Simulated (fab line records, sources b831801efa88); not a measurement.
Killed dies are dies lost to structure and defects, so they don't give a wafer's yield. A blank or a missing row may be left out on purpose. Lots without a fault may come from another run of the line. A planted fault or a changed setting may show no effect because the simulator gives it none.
A struck lot beside a sound one | flow sky130 | 16 steps out of a route of 708
Sound: wafers L894.3, L894.5, L894.6. Struck: wafer L903.4. (L903.1 of the same lot was not struck and is left out.) The cause comes at the end.
At each step with rows: each side's tool, then ch and its chambers, then its first start. Under that, the readings that differ: sound wafers | struck wafers | difference of the means | sigmas: that difference in standard deviations of wafers without a fault.
alike: readings whose means differ by less than 2 such deviations, and words and numbers that are the same on both sides. not compared: withheld readings, readings that some wafer has no value for, bounds like >300 that may hide the same value, and numbers for which the record gives no deviation and whose values overlap.
The two part at a step that has a row with sigmas, a row that says differs or no value, or rows on one side only. Numbers that don't overlap but have no deviation are shown without sigmas and don't part them. A reading that every wafer of one side lacks parts them only if that side has two wafers or more.

SKY_VIA2_CMP_02: polishes SiO2.
  sound on cmp-02 ch 0,1,3, day 37 17:28; struck on cmp-02 ch 3, day 40 11:56
  alike: motor_current_A
SKY_VIA2_BOW_MEAS_03:
  sound on film_metro-04, day 37 17:42; struck on film_metro-04, day 40 12:14
  alike: VIA2_BOW
then, 8 steps without rows for these wafers: SKY_VIA2_DEHYDRATE_04 (time 60 s); SKY_VIA2_HMDS_05 (prime time 60 s); SKY_VIA2_COAT_06 (resist thk 60 nm); SKY_VIA2_COAT_07 (resist thk 450 nm); SKY_VIA2_SOFTBAKE_08 (time 90 s); SKY_VIA2_EXPOSE_09 (exposes mask VIM2, target cd 200 nm); SKY_VIA2_PEB_10; SKY_VIA2_DEVELOP_11 (develop time 60 s).
SKY_VIA2_CD_MEAS_12: target cd 200 nm.
  sound on cd_sem-02, day 38 18:47; struck on cd_sem-02, day 41 12:14
  alike: cd_nm
SKY_VIA2_OVL_MEAS_13:
  sound on overlay-02, day 38 18:52; struck on overlay-02, day 41 12:22
  alike: VIA2_OVL
SKY_VIA2_ETCH_14: etches BARC in N2/H2, stops on SiO2, time 45.9 s, target depth 60 nm.
  sound on rie_diel-03 ch 1,2,3, day 38 18:53; struck on rie_diel-03 ch 0, day 41 12:23
  reading                                     | sound             | struck | difference | sigmas
  oes_product_au (a.u.)                       | 0.841 0.860 0.850 | 0.971  | +0.121     | +25
  run_length_s (s)                            | 73.7 74.1 74.3    | 68.8   | -5.2       | -13
  model.KrF-thick_of_VIA2_COAT_07.thk_nm (nm) | 395.3 395.3 394.8 | 400.7  | +5.6       |
  alike: drypump_motor_current_A, throttle_valve_pct
  not compared: rf_hours_counter_h
SKY_VIA2_ETCH_15: etches SiO2 in C4F8/O2/Ar, stops on TiN, target depth 546 nm, time 84 s.
  sound on rie_diel-03 ch 1,2,3, day 38 18:56; struck on rie_diel-03 ch 0, day 41 12:26
  reading                                     | sound             | struck | difference | sigmas
  model.KrF-thick_of_VIA2_COAT_07.thk_nm (nm) | 286.2 285.7 286.8 | 291.7  | +5.5       |
  alike: oes_product_au, run_length_s
  not compared: rf_hours_counter_h
SKY_VIA2_STRIP_16: strips in O2/N2.
  sound on plasma_asher-03 ch 0,1, day 38 19:02; struck on plasma_asher-04 ch 0, day 41 12:30
  reading                      | sound             | struck | difference | sigmas
  oes_product_au (a.u.)        | 0.396 0.396 0.403 | 0.410  | +0.012     | +2
  strip_time_to_endpoint_s (s) | 4.086 4.088 4.081 | 4.152  | +0.067     | +3
  alike: drypump_motor_current_A, o2_flow_sccm
  not compared: rf_hours_counter_h
then, 1 step without rows for these wafers: SKY_VIA2_STRIP_17 (strips in post etch residue remover, time 1200 s).

WHERE THEY PART
First at SKY_VIA2_ETCH_14; last, within this record, at SKY_VIA2_STRIP_16.

WHY: what the simulator had put in
Process parameter drift: rie_diel-03, from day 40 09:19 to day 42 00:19, at SKY_VIA2_ETCH_14. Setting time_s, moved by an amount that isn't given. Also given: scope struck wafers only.
